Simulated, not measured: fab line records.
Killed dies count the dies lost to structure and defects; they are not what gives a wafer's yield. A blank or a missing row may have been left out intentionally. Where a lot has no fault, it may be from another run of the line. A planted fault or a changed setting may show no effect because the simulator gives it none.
fab line records    flow sky130
[record] lots = 6  wafers = 18  last-day = 50
route steps=708 shown METAL2@506 VIA2@507 PAD_OPEN@708
lots that met no fault: taken from a fault-free run of the same line
start-h: the number of hours between the record's first day and the start of the first shown wafer of the lot    wait-h: hours from the lot's prior step to this one    " unchanged from the row above    L1.1+2: a row that stands for several wafers    - no value, or no start was given    * or withheld: withheld    < > ~ a bound
route shown NAME@n: names a module that has steps shown in the file, with the first one's number in the route    usual: mean/standard deviation of fault-free wafers    same: alike in all rows    chamber/n: place in a boat    sites: each site's reading    _std_site: the values' standard deviation    _edge_site: outer sites' mean less inner sites'    radius-mm: for every site, how far away it sits from the centre of the wafer    mask NAME#n: copy n    behind: tool/chamber where the wafer was last shaped    hold: why the lot was held/for how many hours/how that ended    device: names the non-switching transistor (n, p or np)    end of line: tests run on the same wafers once the route is complete    where a step has no rows: the recipe by itself    killed: dies that structure and defects cost at the first sort, which is not the same as the wafer's yield    map: shows each die of a wafer: x if killed, . if not, _ if none is there
set.NAME: the setting the step ran with; set.NAME@STEP: the setting that earlier step ran with    model.NAME: the simulator's own value behind a step, which no gauge read
certain route steps with their lots: each step a table, each wafer a row
services: from which hour (start-h, from the record's first day; less than 0 if before it) a tool's chamber was out of use, for how many hours, and why
[[steps]]
[step SKY_METAL2_CLEAN_23]
[recipe] chemistry = O3/DIW  dry = n2-spin
[step SKY_VIA2_HDPCVD_00]
[recipe] material = SiO2  target-thk-nm = 1180  sigma-open-frac = 0.3  time-s = 196.7  temp-c = 400  sih4-flow-sccm = 60  pressure-mtorr = 6
[step SKY_VIA2_THK_MEAS_01]
[recipe] reads = SiO2_of_VIA2_HDPCVD_00
[usual] VIA2_HDPCVD_THK = 1186/13
lot.wafer  tool           chamber  start-h  wait-h  VIA2_HDPCVD_THK[nm]
L648.1     film-metro-01  -        880.89   0.1     1206
L648.2     "              -        "        "       1186
L648.3     "              -        "        "       1198
L653.1     film-metro-04  -        927.48   0.1     1181
L653.2     "              -        "        "       1180
L653.3     "              -        "        "       1187
L658.2     film-metro-01  -        952.78   0.1     1183
L658.4     "              -        "        "       1206
L658.5     "              -        "        "       1197
L656.1     film-metro-01  -        953.47   0.1     1184
L656.4     "              -        "        "       1188
L656.6     "              -        "        "       1197
L661.2     film-metro-03  -        973.43   0.1     1194
L661.3     "              -        "        "       1193
L661.4     "              -        "        "       1201
L663.2     film-metro-04  -        983.70   0.1     1178
L663.4     "              -        "        "       1174
L663.5     "              -        "        "       1189
[step SKY_VIA2_CMP_02]
[recipe] material = SiO2  down-force-psi = 4  platen-rpm = 60  pad-velocity-m-s = 0.94248
[usual] head-pressure-psi = 4.001/0.0082  motor-current-A = 12.4/1.4
lot.wafer  tool    chamber  start-h  wait-h  head-pressure-psi  motor-current-A
L648.1     cmp-02  1        880.95   0.1     4.014              11.4
L648.3     "       2        "        "       3.995              13.7
L648.2     "       3        "        "       3.999              15.9
L653.2     cmp-01  2        927.54   0.0     3.988              13.4
L653.3     "       3        "        "       3.997              10.9
L653.1     "       0        "        "       4.007              10.9
L658.2     cmp-01  0        953.10   0.3     3.993              10.9
L658.4     "       2        "        "       4.006              12.9
L658.5     "       3        "        "       4.004              11.1
L656.1     cmp-02  0        953.53   0.1     3.992              12.3
L656.4     "       3        "        "       4.009              16.0
L656.6     "       1        "        "       3.990              11.3
L661.2     cmp-02  3        973.48   0.0     3.999              15.1
L661.3     "       1        "        "       3.998              11.7
L661.4     "       2        "        "       4.018              13.6
L663.2     cmp-02  2        983.80   0.1     4.002              14.1
L663.4     "       0        "        "       4.001              11.6
L663.5     "       2        "        "       3.988              14.8
[step SKY_VIA2_BOW_MEAS_03]
[recipe] mode = bow
[usual] VIA2_BOW = 87/7.3
lot.wafer  tool           chamber  start-h  wait-h  VIA2_BOW[um]
L648.1     film-metro-04  -        881.25   0.2     93
L648.2     "              -        "        "       86
L648.3     "              -        "        "       99
L653.1     film-metro-01  -        927.84   0.1     86
L653.2     "              -        "        "       92
L653.3     "              -        "        "       98
L658.2     film-metro-04  -        953.37   0.2     81
L658.4     "              -        "        "       92
L658.5     "              -        "        "       92
L656.1     film-metro-01  -        953.83   0.2     79
L656.4     "              -        "        "       92
L656.6     "              -        "        "       86
L661.2     film-metro-04  -        973.80   0.3     87
L661.3     "              -        "        "       81
L661.4     "              -        "        "       93
L663.2     film-metro-03  -        984.07   0.2     87
L663.4     "              -        "        "       88
L663.5     "              -        "        "       88
[step SKY_VIA2_DEHYDRATE_04]
[recipe] temp-c = 200  time-s = 60
[step SKY_VIA2_HMDS_05]
[recipe] prime-time-s = 60  prime-temp-c = 120
[step SKY_VIA2_COAT_06]
[recipe] resist = BARC  temp-c = withheld  time-s = withheld  spin-rpm = 3000  resist-thk-nm = 60
[step SKY_VIA2_COAT_07]
[recipe] resist = KrF-thick  spin-rpm = 3000  resist-thk-nm = 450
[step SKY_VIA2_SOFTBAKE_08]
[recipe] temp-c = 100  time-s = 90  resist = KrF-thick
[step SKY_VIA2_EXPOSE_09]
[recipe] mask-id = VIM2  na = 0.8  source-shape = annular  sigma-inner = 0.55  sigma-outer = 0.85  target-cd-nm = 200  dose-mj = 38
[step SKY_VIA2_PEB_10]
[recipe] peb-temp-c = withheld  peb-time-s = withheld  resist = KrF-thick
[step SKY_VIA2_DEVELOP_11]
[recipe] develop-time-s = 60  resist = KrF-thick  dev-temp-c = 21
[usual] resist-line-temp-C = 22.98/0.12
lot.wafer  tool            chamber  start-h  wait-h  resist-line-temp-C
L648.1     litho-track-02  0        907      -       22.92
L648.2     "               0        "        "       22.96
L648.3     "               0        "        "       23.03
L653.1     litho-track-04  0        952      -       23.07
L653.2     "               0        "        "       23.11
L653.3     "               0        "        "       23.13
L658.2     litho-track-02  0        976      -       22.83
L658.4     "               0        "        "       22.80
L658.5     "               0        "        "       22.93
L656.1     litho-track-01  0        977      -       23.18
L656.4     "               0        "        "       23.20
L656.6     "               0        "        "       23.29
L661.2     litho-track-02  0        997      -       22.86
L661.3     "               0        "        "       23.02
L661.4     "               0        "        "       22.81
L663.2     litho-track-04  0        1007     -       22.86
L663.4     "               0        "        "       23.05
L663.5     "               0        "        "       22.96
[step SKY_VIA2_CD_MEAS_12]
[recipe] target-cd-nm = 200
[usual] cd-nm = 199.5/1.3
lot.wafer  tool       chamber  start-h  wait-h  cd-nm
L648.1     cd-sem-02  -        907.52   -       198.4
L648.2     "          -        "        "       199.2
L648.3     "          -        "        "       197.8
L653.1     cd-sem-01  -        952.76   -       198.3
L653.2     "          -        "        "       197.9
L653.3     "          -        "        "       197.3
L658.2     cd-sem-02  -        976.95   -       197.7
L658.4     "          -        "        "       201.7
L658.5     "          -        "        "       200.6
L656.1     cd-sem-02  -        977.77   -       199.3
L656.4     "          -        "        "       198.8
L656.6     "          -        "        "       197.7
L661.2     cd-sem-01  -        997.40   -       194.4
L661.3     "          -        "        "       196.0
L661.4     "          -        "        "       197.0
L663.2     cd-sem-02  -        1007.43  -       199.2
L663.4     "          -        "        "       198.5
L663.5     "          -        "        "       199.3
[step SKY_VIA2_OVL_MEAS_13]
[usual] VIA2_OVL = -1/4.7
lot.wafer  tool        chamber  start-h  wait-h  VIA2_OVL[nm]
L648.1     overlay-02  -        907.64   0.1     -2
L648.2     "           -        "        "       -1
L648.3     "           -        "        "       -4
L653.1     overlay-02  -        952.88   0.1     -2
L653.2     "           -        "        "       -4
L653.3     "           -        "        "       2
L658.2     overlay-02  -        977.05   0.1     0
L658.4     "           -        "        "       4
L658.5     "           -        "        "       -3
L656.1     overlay-02  -        977.89   0.1     -6
L656.4     "           -        "        "       -6
L656.6     "           -        "        "       -6
L661.2     overlay-02  -        997.50   0.1     3
L661.3     "           -        "        "       2
L661.4     "           -        "        "       6
L663.2     overlay-02  -        1007.54  0.1     -8
L663.4     "           -        "        "       -8
L663.5     "           -        "        "       -6
[step SKY_VIA2_ETCH_14]
[recipe] chemistry = N2/H2  target = BARC  ion-energy-ev = 200  source-w = 500  bias-w = 100  pressure-mtorr = 30  n2-flow-sccm = 100  h2-flow-sccm = 200  stop-on = SiO2  time-s = 45.9  target-depth-a = 600
[usual] drypump-motor-current-A = 5.5/0.63  oes-product-au = 0.856/0.0043  throttle-valve-pct = 13.225/0.0098
lot.wafer  tool         chamber  start-h  wait-h  drypump-motor-current-A  oes-product-au  rf-hours-counter-h  throttle-valve-pct  model.VIA2.cd-nm
L648.1     rie-diel-02  1        907.68   0.0     6.0                      0.853           10                  13.218              198.4
L648.2     "            3        "        "       5.0                      0.850           16                  13.225              199.6
L648.3     "            2        "        "       6.3                      0.854           4                   13.218              197.7
L653.1     rie-diel-02  3        952.92   0.0     5.0                      0.857           17                  13.238              199.1
L653.2     "            0        "        "       5.5                      0.847           0                   13.232              198.4
L653.3     "            1        "        "       6.0                      0.851           11                  13.235              197.4
L658.2     rie-diel-01  0        977.08   0.0     5.4                      0.855           19                  13.241              197.4
L658.4     "            3        "        "       6.8                      0.860           14                  13.213              200.7
L658.5     "            3        "        "       6.8                      0.862           -                   13.226              200.3
L656.1     rie-diel-02  2        977.93   0.0     6.4                      0.857           6                   13.231              199
L656.4     "            3        "        "       5.0                      0.860           18                  13.204              199.6
L656.6     "            0        "        "       5.5                      0.856           -                   13.218              198.4
L661.2     rie-diel-03  3        997.53   0.0     5.2                      0.855           14                  13.206              194.4
L661.3     "            2        "        "       5.0                      0.847           4                   13.224              195.1
L661.4     "            2        "        "       5.0                      0.857           -                   13.234              195.7
L663.2     rie-diel-03  1        1007.57  0.0     4.8                      0.855           14                  13.214              199.5
L663.4     "            3        "        "       5.2                      0.854           15                  13.231              199.1
L663.5     "            1        "        "       4.8                      0.866           -                   13.217              200
[step SKY_VIA2_ETCH_15]
[recipe] target = SiO2  chemistry = C4F8/O2/Ar  target-depth-nm = 546  stop-on = TiN  mask-material = KrF-thick  source-w = 1500  bias-w = 1200  pressure-mtorr = 40  c4f8-flow-sccm = withheld  O2_flow_sccm = 6  Ar_flow_sccm = 300  time-s = 84
[usual] oes-product-au = 0.949/0.0051
lot.wafer  tool         chamber  start-h  wait-h  oes-product-au  rf-hours-counter-h
L648.1     rie-diel-02  1        907.72   0.0     0.941           10
L648.2     "            3        "        "       0.950           16
L648.3     "            2        "        "       0.949           4
L653.1     rie-diel-02  3        952.96   0.0     0.951           17
L653.2     "            0        "        "       0.954           0
L653.3     "            1        "        "       0.956           11
L658.2     rie-diel-01  0        977.12   0.0     0.944           19
L658.4     "            3        "        "       0.957           14
L658.5     "            3        "        "       0.935           -
L656.1     rie-diel-02  2        977.97   0.0     0.948           6
L656.4     "            3        "        "       0.958           18
L656.6     "            0        "        "       0.949           -
L661.2     rie-diel-03  3        997.57   0.0     0.950           14
L661.3     "            2        "        "       0.951           4
L661.4     "            2        "        "       0.952           -
L663.2     rie-diel-03  1        1007.61  0.0     0.952           14
L663.4     "            3        "        "       0.953           15
L663.5     "            1        "        "       0.955           -
[step SKY_PAD_OPEN_PROBE_99]
[usual] defect-limited-yield = 82.7/1.7  killed_at_M0_to_M3 = 44/7.1  killed_at_M4_up = 3.3/1.8  killed-at-contacts = 23/5.5  killed-at-front-end = 15/4.5  killed-at-other = 0.2/0.48  killed-dies = 85/8.4  killed-on-rim = 17/3.5  killed-open = 46/6.6  killed-short = 39/6.1  sort_bin_3_pad_short = 0.9/0.36  sort_bin_5_function = 10.3/1.4  sort_bin_6_memory = 6.2/1  sort-n-pass = 407/8.4  sort-yield-pct = 82.7/1.7
[same] gross-dies = 492  killed-at-back-side = 0  sort_bin_4_leakage[%] = 0  sort_bin_8_speed[%] = 0
lot.wafer  tool       chamber  start-h  wait-h  defect-limited-yield[%]  killed_at_M0_to_M3  killed_at_M4_up  killed-at-contacts  killed-at-front-end  killed-at-other  killed-dies  killed-on-rim  killed-open  killed-short  sort_bin_3_pad_short[%]  sort_bin_5_function[%]  sort_bin_6_memory[%]  sort-n-pass  sort-yield-pct[%]
L648.1     prober-01  -        1124.27  0.1     82.5                     45                  1                30                  10                   0                86           23             49           37            1.6                      10.4                    5.5                   406          82.5
L648.2     prober-01  -        1124.32  0.1     85.4                     35                  3                26                  8                    0                72           14             44           28            0.6                      10.4                    3.7                   420          85.4
L648.3     prober-01  -        1124.37  0.2     82.1                     41                  8                17                  22                   0                88           15             50           38            0.6                      10.6                    6.7                   404          82.1
L653.1     prober-02  -        1159.80  0.1     82.3                     47                  4                25                  11                   0                87           21             41           46            1.0                      9.6                     7.1                   405          82.3
L653.2     prober-02  -        1159.85  0.1     86.8                     28                  5                19                  13                   0                65           12             39           26            0.4                      8.5                     4.3                   427          86.8
L653.3     prober-02  -        1159.90  0.2     81.9                     46                  2                23                  18                   0                89           15             47           42            0.6                      9.8                     7.7                   403          81.9
L658.2     prober-01  -        1176.59  0.1     81.5                     44                  2                29                  16                   0                91           17             57           34            0.4                      11.8                    6.3                   401          81.5
L658.4     prober-01  -        1176.69  0.2     82.3                     46                  3                20                  18                   0                87           26             50           37            0.8                      11.4                    5.5                   405          82.3
L658.5     prober-01  -        1176.74  0.2     82.1                     48                  4                23                  13                   0                88           12             46           42            0.6                      10.4                    6.9                   404          82.1
L656.1     prober-02  -        1177.69  0.1     81.7                     53                  2                21                  13                   1                90           22             41           49            0.8                      9.8                     7.7                   402          81.7
L656.4     prober-02  -        1177.84  0.2     82.7                     51                  2                20                  12                   0                85           16             42           42            1.6                      9.3                     6.3                   407          82.7
L656.6     prober-02  -        1177.94  0.2     86.2                     32                  3                17                  16                   0                68           12             38           28            0.2                      8.7                     4.9                   424          86.2
L661.2     prober-01  -        1189.46  0.1     82.3                     48                  1                21                  17                   0                87           25             51           36            1.2                      8.9                     7.5                   405          82.3
L661.3     prober-01  -        1189.51  0.2     83.5                     38                  4                28                  11                   0                81           17             45           36            1.0                      9.3                     6.1                   411          83.5
L661.4     prober-01  -        1189.56  0.2     82.7                     48                  0                25                  11                   1                85           19             48           37            0.2                      10.6                    6.5                   407          82.7
L663.2     prober-01  -        1196.44  0.1     79.7                     50                  4                32                  14                   0                100          15             52           48            1.0                      12.0                    7.3                   392          79.7
L663.4     prober-01  -        1196.54  0.2     84.1                     37                  4                28                  9                    0                78           13             38           39            0.8                      11.6                    3.5                   414          84.1
L663.5     prober-01  -        1196.59  0.2     82.7                     40                  6                25                  14                   0                85           17             50           34            0.6                      10.6                    6.1                   407          82.7
// killed by level:class
L648.1 CONTACT:geometric-particle:open=10 VIA1:geometric-particle:open=8 LI_CONTACT:geometric-particle:open=7 METAL1:geometric-particle:short=6 VIA3:geometric-particle:short=6 LOCAL_INTERCONNECT:geometric-particle:short=5 VIA3:geometric-particle:open=5 FIELD_ISO:geometric-particle:open=4
L648.2 VIA1:geometric-particle:open=8 LOCAL_INTERCONNECT:geometric-particle:short=6 CONTACT:geometric-particle:open=6 VIA2:geometric-particle:open=6 VIA3:geometric-particle:open=5 LI_CONTACT:geometric-particle:open=5 METAL2:geometric-particle:short=5 LOCAL_INTERCONNECT:geometric-particle:open=4
L648.3 VIA1:geometric-particle:open=10 CONTACT:geometric-particle:open=9 VIA2:geometric-particle:open=7 FIELD_ISO:geometric-particle:open=6 FIELD_ISO:geometric-particle:short=6 METAL1:geometric-particle:short=5 METAL2:geometric-particle:short=5 METAL4:geometric-particle:short=5
L653.1 VIA3:geometric-particle:open=9 CONTACT:geometric-particle:short=8 CONTACT:geometric-particle:open=6 METAL1:geometric-particle:short=6 VIA2:geometric-particle:open=6 LOCAL_INTERCONNECT:geometric-particle:short=5 VIA1:geometric-particle:open=5 METAL2:geometric-particle:short=5
L653.2 VIA2:geometric-particle:open=7 LI_CONTACT:geometric-particle:open=6 CONTACT:geometric-particle:open=6 VIA3:geometric-particle:open=6 POLY_GATE:geometric-particle:short=5 CONTACT:geometric-particle:short=4 VIA1:geometric-particle:open=4 POLY_GATE:geometric-particle:open=3
L653.3 VIA1:geometric-particle:open=12 LI_CONTACT:geometric-particle:open=9 METAL1:geometric-particle:short=6 CONTACT:geometric-particle:open=6 FIELD_ISO:geometric-particle:short=5 CONTACT:geometric-particle:short=5 VIA2:geometric-particle:open=5 FIELD_ISO:geometric-particle:open=4
L658.2 CONTACT:geometric-particle:open=14 LI_CONTACT:geometric-particle:open=9 VIA1:geometric-particle:open=9 METAL2:geometric-particle:short=7 VIA1:geometric-particle:short=6 VIA2:geometric-particle:open=6 VIA3:geometric-particle:open=5 FIELD_ISO:geometric-particle:short=4
L658.4 VIA1:geometric-particle:open=11 VIA3:geometric-particle:open=9 CONTACT:geometric-particle:open=8 LI_CONTACT:geometric-particle:open=6 FIELD_ISO:geometric-particle:open=5 POLY_GATE:geometric-particle:short=5 VIA2:geometric-particle:open=5 METAL2:geometric-particle:short=5
L658.5 METAL1:geometric-particle:short=10 CONTACT:geometric-particle:open=9 VIA1:geometric-particle:open=9 VIA3:geometric-particle:open=8 METAL2:geometric-particle:short=6 LOCAL_INTERCONNECT:geometric-particle:short=6 VIA3:geometric-particle:short=4 FIELD_ISO:geometric-particle:short=3
L656.1 METAL1:geometric-particle:short=10 VIA1:geometric-particle:open=8 CONTACT:geometric-particle:open=7 VIA1:geometric-particle:short=7 METAL2:geometric-particle:short=7 VIA2:geometric-particle:open=6 VIA3:geometric-particle:open=5 LOCAL_INTERCONNECT:geometric-particle:short=4
L656.4 VIA3:geometric-particle:open=12 METAL1:geometric-particle:short=9 CONTACT:geometric-particle:open=8 METAL2:geometric-particle:short=7 POLY_GATE:geometric-particle:short=5 VIA1:geometric-particle:open=5 LI_CONTACT:geometric-particle:open=4 LOCAL_INTERCONNECT:geometric-particle:short=4
L656.6 VIA1:geometric-particle:open=8 LI_CONTACT:geometric-particle:open=6 METAL3:geometric-particle:short=5 VIA2:geometric-particle:open=5 POLY_GATE:geometric-particle:open=4 METAL2:geometric-particle:short=4 FIELD_ISO:geometric-particle:short=3 LOCAL_INTERCONNECT:geometric-particle:open=3
L661.2 VIA3:geometric-particle:open=10 VIA2:geometric-particle:open=8 VIA1:geometric-particle:open=7 FIELD_ISO:geometric-particle:open=6 CONTACT:geometric-particle:open=6 LI_CONTACT:geometric-particle:open=6 FIELD_ISO:geometric-particle:short=5 CONTACT:geometric-particle:short=5
L661.3 VIA1:geometric-particle:open=10 CONTACT:geometric-particle:open=10 LOCAL_INTERCONNECT:geometric-particle:short=8 VIA3:geometric-particle:open=7 CONTACT:geometric-particle:short=6 METAL2:geometric-particle:short=5 FIELD_ISO:geometric-particle:open=4 METAL3:geometric-particle:short=4
L661.4 LI_CONTACT:geometric-particle:open=10 VIA1:geometric-particle:open=10 VIA2:geometric-particle:open=9 METAL2:geometric-particle:short=6 CONTACT:geometric-particle:open=6 METAL3:geometric-particle:short=6 CONTACT:geometric-particle:short=4 VIA3:geometric-particle:open=4
L663.2 VIA1:geometric-particle:open=11 CONTACT:geometric-particle:open=9 FIELD_ISO:geometric-particle:open=7 LI_CONTACT:geometric-particle:open=7 METAL2:geometric-particle:short=7 VIA2:geometric-particle:open=7 CONTACT:geometric-particle:short=6 LOCAL_INTERCONNECT:geometric-particle:short=6
L663.4 CONTACT:geometric-particle:open=11 LOCAL_INTERCONNECT:geometric-particle:short=8 VIA3:geometric-particle:open=8 VIA1:geometric-particle:open=6 VIA1:geometric-particle:short=6 FIELD_ISO:geometric-particle:open=4 LI_CONTACT:geometric-particle:open=4 CONTACT:geometric-particle:short=4
L663.5 VIA1:geometric-particle:open=15 LI_CONTACT:geometric-particle:open=7 CONTACT:geometric-particle:open=7 METAL2:geometric-particle:short=6 FIELD_ISO:geometric-particle:open=5 LOCAL_INTERCONNECT:geometric-particle:short=5 VIA2:geometric-particle:open=5 METAL4:geometric-particle:short=5
[[services]]
tool         chamber  start-h  hours  kind
cmp-02       -        870.54   8.1    pm
rie-diel-03  2        871.51   -      clean
rie-diel-03  2        871.51   15.7   scheduled-down
rie-diel-03  2        871.51   15.7   vent-cycle
rie-diel-02  0        872.02   3.6    repair
cmp-01       -        880.15   4.1    repair
cmp-01       -        880.38   0.6    repair
rie-diel-02  -        888.20   2.8    pm
rie-diel-02  0        907.03   9.8    repair
rie-diel-03  -        908.77   0.2    repair
cmp-01       -        912.00   4.0    pm
cmp-02       -        919.95   2.6    repair
rie-diel-03  -        930.14   4.3    pm
rie-diel-02  0        934.70   -      clean
rie-diel-02  0        934.70   15.1   scheduled-down
rie-diel-02  0        934.70   15.1   vent-cycle
rie-diel-01  -        940.60   1.5    repair
cmp-02       -        943.32   1.4    repair
rie-diel-01  0        947.21   17.0   repair
rie-diel-03  -        952.74   0.3    repair
rie-diel-03  -        986.72   0.6    repair
rie-diel-01  -        996.98   0.1    repair
rie-diel-03  1        997.82   6.3    repair
cmp-02       -        998.19   0.5    repair
[[key]]
first-sign none at tools or gauges
[model-effect] step = SKY_VIA2_ETCH_14  value = VIA2.cd-nm  without = 198.1  struck = 195.7
met-at SKY_VIA2_DEVELOP_11
struck-wafers L658.2,L661.2,L661.3
onset-between 907 976
[fault] kind = process-parameter-drift  tool = litho-track-02  chamber = -  onset-h = 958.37  steps = SKY_VIA2_DEVELOP_11  channel = develop-time-s  offset = *  shape = step  end-h = 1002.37  scope = struck-wafers-only  acts-in = *  stated = *
